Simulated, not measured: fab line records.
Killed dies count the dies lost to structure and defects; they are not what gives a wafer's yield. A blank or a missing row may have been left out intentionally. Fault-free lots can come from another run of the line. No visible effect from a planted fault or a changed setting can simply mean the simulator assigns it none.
Problem report, 8D (eight disciplines) form, completed by code || flow sfqLine || the parts of the form that need people (team, actions taken, sign-off) are left out

## 1. WHAT WENT WRONG
SFQ_TRILAYER_M1_ETCH_METAL_ETCH_042, rfFwdPowerW: mean 692.5 W on 2 wafers (1 lot); fault-free wafers 596.8 W, standard deviation 2.2. That is +43 standard deviations from the usual mean.
The step: etches Nb in Cl2/Ar, stops on SiO2, target depth 240 nm, time 120 s.
Seen first at day 15 10:48 on rieMetal-02, wafer L602.3. At this step, 39 wafers from 13 lots have a number in the record. Rule for "out" (also "out of limits"): further than 4 standard deviations from the usual mean. The other wafers with a number count as sound.

## 2. WHAT IT IS AND WHAT IT IS NOT
{"question": "which readings at this step", "is": "rfFwdPowerW", "is not": "drypumpMotorCurrentA, oesProductAu"}
{"question": "which lots", "is": "L602", "is not": "L595, L596, L597, L598, L600, L604, L610, L614, L615, L616, L617, L618"}
{"question": "which wafers of those lots", "is": "L602.3, L602.5", "is not": "L602.2"}
{"question": "read on which tools", "is": "rieMetal-02", "is not": "rieMetal-01, rieMetal-04"}
{"question": "when", "is": "from day 15 10:48", "is not": "up to then (16 sound wafers); but 21 sound wafers of L604, L610, L614, L615, L616, L617, L618 came after"}

## 3. SUSPECTS, AND WHAT RULES EACH OUT
Counting: any tool at a process step up to the reading remains a suspect provided it ran every lot that is out. Sound lots after the first of them don't rule it out here, since some wafers of a struck lot are sound.
- rieMetal-02 at SFQ_TRILAYER_M1_ETCH_METAL_ETCH_042 (etches Nb in Cl2/Ar, stops on SiO2, target depth 240 nm, time 120 s): kept. The lot that is out, L602, ran on it at day 15 10:48; the last sound lot it ran before that was L600, at day 14 22:48. Its own rfFwdPowerW readings are out on those wafers.
- The sound lot-mates ran in chamber 0 of rieMetal-02 at SFQ_TRILAYER_M1_ETCH_METAL_ETCH_042, but the wafers that are out ran in chamber 1.
After counting, what remains is rieMetal-02 at SFQ_TRILAYER_M1_ETCH_METAL_ETCH_042.

## 4. THE CAUSE (what the simulator had put in)
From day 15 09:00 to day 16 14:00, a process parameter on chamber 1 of rieMetal-02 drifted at SFQ_TRILAYER_M1_ETCH_METAL_ETCH_042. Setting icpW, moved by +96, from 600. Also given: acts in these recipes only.
The count eliminated every tool but this one.

## 5. SEQUENCE OF EFFECTS, ordered by route
Each row: a reading whose mean over the struck wafers that have a number lies more than 3 standard deviations from the usual. Only readings whose record carries a usual standard deviation are examined. hours: median over the lots of the time between each lot's start at the first step of this table that gives one and its start at this step. sigmas: the change, counted in usual standard deviations.
{"hours": 0, "step": "SFQ_TRILAYER_M1_ETCH_METAL_ETCH_042", "reading": "rfFwdPowerW", "usual": "596.8 W", "on struck wafers": 692.5, "change": "+95.7", "sigmas": "+43"}
It contains these process steps:
- SFQ_TRILAYER_M1_ETCH_METAL_ETCH_042: etches Nb in Cl2/Ar, stops on SiO2, target depth 240 nm, time 120 s.

## 6. WHAT WOULD HAVE CAUGHT IT SOONER
In this record no reading fell out of limits until day 15 10:48, 2 hours after the fault had begun at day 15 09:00.
